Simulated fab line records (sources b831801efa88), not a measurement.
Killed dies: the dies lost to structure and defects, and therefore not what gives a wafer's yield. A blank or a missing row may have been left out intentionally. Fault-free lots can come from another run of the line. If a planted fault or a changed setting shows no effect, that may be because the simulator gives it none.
Which tool was responsible? :: flow gf180mcu :: Sampling: 14 lots, 42 wafers, 4 of 602 route steps

== WHAT EACH GAUGE READ, for each wafer ==
GF_V5_THK_MEAS_25: measures by xrf. Usual: V5_W_THK typically reads 346 nm, with standard deviation 4.8.
lot: L174
measured: day 26 15:35
on: filmMetro-03
V5_W_THK (nm): 349 348 351
flag: 

lot: L177
measured: day 28 01:35
on: filmMetro-03
V5_W_THK (nm): 348 347 355
flag: 

lot: L178
measured: day 28 10:32
on: filmMetro-01
V5_W_THK (nm): 351 353 350
flag: 

lot: L179
measured: day 28 18:43
on: filmMetro-01
V5_W_THK (nm): 349 347 346
flag: 

lot: L182
measured: day 29 14:07
on: filmMetro-04
V5_W_THK (nm): 336 337 340
flag: 

lot: L183
measured: day 29 16:34
on: filmMetro-01
V5_W_THK (nm): 349 352 353
flag: 

lot: L187
measured: day 30 23:06
on: filmMetro-04
V5_W_THK (nm): 348 348 344
flag: 

lot: L188
measured: day 30 23:25
on: filmMetro-01
V5_W_THK (nm): 350 360 348
flag: 

lot: L190
measured: day 31 13:43
on: filmMetro-01
V5_W_THK (nm): 349 347 356
flag: 

lot: L192
measured: day 32 01:44
on: filmMetro-04
V5_W_THK (nm): 342 337 346
flag: 

lot: L193
measured: day 32 08:11
on: filmMetro-01
V5_W_THK (nm): 342 343 347
flag: 

lot: L195
measured: day 32 16:58
on: filmMetro-01
V5_W_THK (nm): 340 344 341
flag: 

lot: L194
measured: day 32 19:43
on: filmMetro-03
V5_W_THK (nm): 343 353 349
flag: 

lot: L196
measured: day 33 02:35
on: filmMetro-01
V5_W_THK (nm): 345 348 341
flag: 

GF_TOP_METAL_RS_MEAS_05: the measuring method here is four-point-probe. Usual: TOP_METAL_ALCU_RS typically reads 0.0327 ohm/sq, with standard deviation 0.00039.
lot: L174
measured: day 26 16:10
on: filmMetro-04
TOP_METAL_ALCU_RS (ohm/sq): 0.0327 0.0327 0.0325
flag: 

lot: L177
measured: day 28 02:11
on: filmMetro-04
TOP_METAL_ALCU_RS (ohm/sq): 0.0330 0.0328 0.0330
flag: 

lot: L178
measured: day 28 11:08
on: filmMetro-04
TOP_METAL_ALCU_RS (ohm/sq): 0.0329 0.0329 0.0333
flag: 

lot: L179
measured: day 28 19:18
on: filmMetro-02
TOP_METAL_ALCU_RS (ohm/sq): 0.0328 0.0330 0.0328
flag: 

lot: L182
measured: day 29 14:41
on: filmMetro-02
TOP_METAL_ALCU_RS (ohm/sq): 0.0326 0.0327 0.0329
flag: 

lot: L183
measured: day 29 17:08
on: filmMetro-01
TOP_METAL_ALCU_RS (ohm/sq): 0.0326 0.0326 0.0325
flag: 

lot: L187
measured: day 30 23:41
on: filmMetro-02
TOP_METAL_ALCU_RS (ohm/sq): 0.0328 0.0329 0.0325
flag: 

lot: L188
measured: day 31 00:01
on: filmMetro-01
TOP_METAL_ALCU_RS (ohm/sq): 0.0329 0.0323 0.0323
flag: 

lot: L190
measured: day 31 14:20
on: filmMetro-01
TOP_METAL_ALCU_RS (ohm/sq): 0.0331 0.0328 0.0334
flag: 

lot: L192
measured: day 32 02:20
on: filmMetro-01
TOP_METAL_ALCU_RS (ohm/sq): 0.0329 0.0332 0.0326
flag: 

lot: L193
measured: day 32 08:46
on: filmMetro-02
TOP_METAL_ALCU_RS (ohm/sq): 0.0332 0.0329 0.0327
flag: 

lot: L195
measured: day 32 17:33
on: filmMetro-01
TOP_METAL_ALCU_RS (ohm/sq): 0.0331 0.0333 0.0332
flag: 

lot: L194
measured: day 32 20:17
on: filmMetro-01
TOP_METAL_ALCU_RS (ohm/sq): 0.0322 0.0321 0.0319
flag: 

lot: L196
measured: day 33 03:19
on: filmMetro-02
TOP_METAL_ALCU_RS (ohm/sq): 0.0323 0.0325 0.0327
flag: 

== TOOL THAT RAN EACH LOT (tool first, then ch and the chambers of the sampled wafers, then the start) ==
lot: L174
GF_CONTACT_SPUTTER_23: pvdSputter-04, day 15 11:21
GF_V5_CVD_23: cvdW-01 ch 0,1, day 26 15:21

lot: L177
GF_CONTACT_SPUTTER_23: pvdSputter-02, day 16 20:19
GF_V5_CVD_23: cvdW-01 ch 0,1, day 28 01:20

lot: L178
GF_CONTACT_SPUTTER_23: pvdSputter-01, day 17 07:49
GF_V5_CVD_23: cvdW-02 ch 0,1, day 28 10:18

lot: L179
GF_CONTACT_SPUTTER_23: pvdSputter-04, day 17 14:43
GF_V5_CVD_23: cvdW-02 ch 0,1, day 28 18:28

lot: L182
GF_CONTACT_SPUTTER_23: pvdSputter-02, day 18 19:45
GF_V5_CVD_23: cvdW-01 ch 0,1, day 29 13:53

lot: L183
GF_CONTACT_SPUTTER_23: pvdSputter-04, day 18 20:44
GF_V5_CVD_23: cvdW-01 ch 0,1, day 29 16:20

lot: L187
GF_CONTACT_SPUTTER_23: pvdSputter-04, day 20 13:56
GF_V5_CVD_23: cvdW-01 ch 0,1, day 30 22:52

lot: L188
GF_CONTACT_SPUTTER_23: pvdSputter-04, day 20 16:08
GF_V5_CVD_23: cvdW-02 ch 0,1, day 30 23:11

lot: L190
GF_CONTACT_SPUTTER_23: pvdSputter-02, day 21 09:28
GF_V5_CVD_23: cvdW-02 ch 0,1, day 31 13:30

lot: L192
GF_CONTACT_SPUTTER_23: pvdSputter-01, day 22 02:05
GF_V5_CVD_23: cvdW-01 ch 1, day 32 01:30

lot: L193
GF_CONTACT_SPUTTER_23: pvdSputter-02, day 22 12:55
GF_V5_CVD_23: cvdW-01 ch 0,1, day 32 07:58

lot: L195
GF_CONTACT_SPUTTER_23: pvdSputter-01, day 23 01:52
GF_V5_CVD_23: cvdW-01 ch 0,1, day 32 16:44

lot: L194
GF_CONTACT_SPUTTER_23: pvdSputter-02, day 23 02:44
GF_V5_CVD_23: cvdW-01 ch 0,1, day 32 19:29

lot: L196
GF_CONTACT_SPUTTER_23: pvdSputter-02, day 23 08:22
GF_V5_CVD_23: cvdW-02 ch 0,1, day 33 02:22
- GF_CONTACT_SPUTTER_23: material TiN, target thk 10 nm, time 40 s.
- GF_V5_CVD_23: deposits W, target thk 350 nm, time 104.9 s.

== AS READ BY THE TOOLS THEMSELVES (means over the sampled wafers that have a number; for cases with no such wafer, the mark the record gives instead) ==
GF_CONTACT_SPUTTER_23. Usual: throttleValvePct reads 30.2 % (standard deviation 0.9).
lot: L174
tool: pvdSputter-04
throttleValvePct (%): 30.0
flag: 

lot: L177
tool: pvdSputter-02
throttleValvePct (%): 28.6
flag: 

lot: L178
tool: pvdSputter-01
throttleValvePct (%): 30.9
flag: 

lot: L179
tool: pvdSputter-04
throttleValvePct (%): 30.1
flag: 

lot: L182
tool: pvdSputter-02
throttleValvePct (%): 29.8
flag: 

lot: L183
tool: pvdSputter-04
throttleValvePct (%): 29.8
flag: 

lot: L187
tool: pvdSputter-04
throttleValvePct (%): 29.9
flag: 

lot: L188
tool: pvdSputter-04
throttleValvePct (%): 30.7
flag: 

lot: L190
tool: pvdSputter-02
throttleValvePct (%): 30.3
flag: 

lot: L192
tool: pvdSputter-01
throttleValvePct (%): 30.6
flag: 

lot: L193
tool: pvdSputter-02
throttleValvePct (%): 29.5
flag: 

lot: L195
tool: pvdSputter-01
throttleValvePct (%): 31.0
flag: 

lot: L194
tool: pvdSputter-02
throttleValvePct (%): 30.0
flag: 

lot: L196
tool: pvdSputter-02
throttleValvePct (%): 30.4
flag: 

GF_V5_CVD_23. Usual: heaterPowerW reads 831 W (standard deviation 91).
lot: L174
tool: cvdW-01
heaterPowerW (W): 859
flag: 

lot: L177
tool: cvdW-01
heaterPowerW (W): 801
flag: 

lot: L178
tool: cvdW-02
heaterPowerW (W): 829
flag: 

lot: L179
tool: cvdW-02
heaterPowerW (W): 825
flag: 

lot: L182
tool: cvdW-01
heaterPowerW (W): 873
flag: 

lot: L183
tool: cvdW-01
heaterPowerW (W): 872
flag: 

lot: L187
tool: cvdW-01
heaterPowerW (W): 801
flag: 

lot: L188
tool: cvdW-02
heaterPowerW (W): 832
flag: 

lot: L190
tool: cvdW-02
heaterPowerW (W): 821
flag: 

lot: L192
tool: cvdW-01
heaterPowerW (W): 952
flag: 

lot: L193
tool: cvdW-01
heaterPowerW (W): 869
flag: 

lot: L195
tool: cvdW-01
heaterPowerW (W): 880
flag: 

lot: L194
tool: cvdW-01
heaterPowerW (W): 810
flag: 

lot: L196
tool: cvdW-02
heaterPowerW (W): 834
flag: 

== THE ANSWER, worked out from the rows above alone ==
Rule: take the mean of a lot's wafers that have a number; if it is more than 3 standard deviations from the usual mean, the lot is off. A lot without any number at a reading at which 4 lots or more have one is off too. Any other lot the step has rows for is counted as sound. Order of review: gauges by route order, followed by the tools' own readings, for which a lot's mean as printed above is used. At the first step where some lot is off, the reading lying furthest off is the one used; lots without a number count as furthest.
No lot is off at any reading shown: from this, nothing can be told.

== WHAT HAD BEEN PUT IN BY THE SIMULATOR ==
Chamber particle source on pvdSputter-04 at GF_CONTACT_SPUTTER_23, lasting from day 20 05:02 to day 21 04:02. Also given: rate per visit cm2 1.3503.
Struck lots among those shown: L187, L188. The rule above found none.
